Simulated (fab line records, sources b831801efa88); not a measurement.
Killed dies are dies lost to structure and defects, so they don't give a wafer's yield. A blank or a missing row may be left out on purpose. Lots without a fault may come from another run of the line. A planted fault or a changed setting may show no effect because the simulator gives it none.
Which tool did it? | flow gf180mcu | 6 lots, 17 wafers sampled, at 2 steps of a route of 602

WHAT THE GAUGES READ, wafer by wafer
GF_NWELL_OVL_MEAS_07.
lot  | measured    | on         | NWELL_OVL (nm)
L491 | day 4 00:30 | overlay-02 | 1.9 2.2 0.5
L494 | day 4 09:31 | overlay-02 | -0.1 0.1 0.4
L497 | day 5 06:51 | overlay-01 | 1.0 0.7 0.4
L500 | day 5 20:25 | overlay-01 | 1.0 2.9 -0.3
L502 | day 6 07:07 | overlay-01 | 0.0 -1.6
L512 | day 8 20:01 | overlay-01 | -0.7 -0.5 -1.8

WHICH TOOL RAN EACH LOT (tool, then ch and the chambers of the sampled wafers, then the start)
lot  | GF_NWELL_EXPOSE_04
L491 | iline_stepper-02 ch 0, day 3 18:13
L494 | iline_stepper-01 ch 0, day 4 03:07
L497 | iline_stepper-02 ch 0, day 4 23:56
L500 | iline_stepper-02 ch 0, day 5 13:05
L502 | iline_stepper-02 ch 0, day 5 23:21
L512 | iline_stepper-01 ch 0, day 8 11:52
- GF_NWELL_EXPOSE_04: exposes mask Nwell, target cd 860 nm.

THE ANSWER, worked out from the rows above alone
Rule: what is usual is taken from the lots themselves. Put in order of their means at a reading, lots are off if they are a third of the lots or fewer, leave a main group of 4 or more, and stand apart from it by a gap of 3 or more times the standard deviation of the main group's means; of several such gaps the widest counts. A main group whose means are all the same, to the digits that the tables above print for the reading, isn't used. A lot without any number at a reading at which 4 lots or more have one is off too. The other lots that the step has rows for count as sound.
No lot is off at any reading shown: from this, nothing can be told.

WHAT THE SIMULATOR HAD PUT IN
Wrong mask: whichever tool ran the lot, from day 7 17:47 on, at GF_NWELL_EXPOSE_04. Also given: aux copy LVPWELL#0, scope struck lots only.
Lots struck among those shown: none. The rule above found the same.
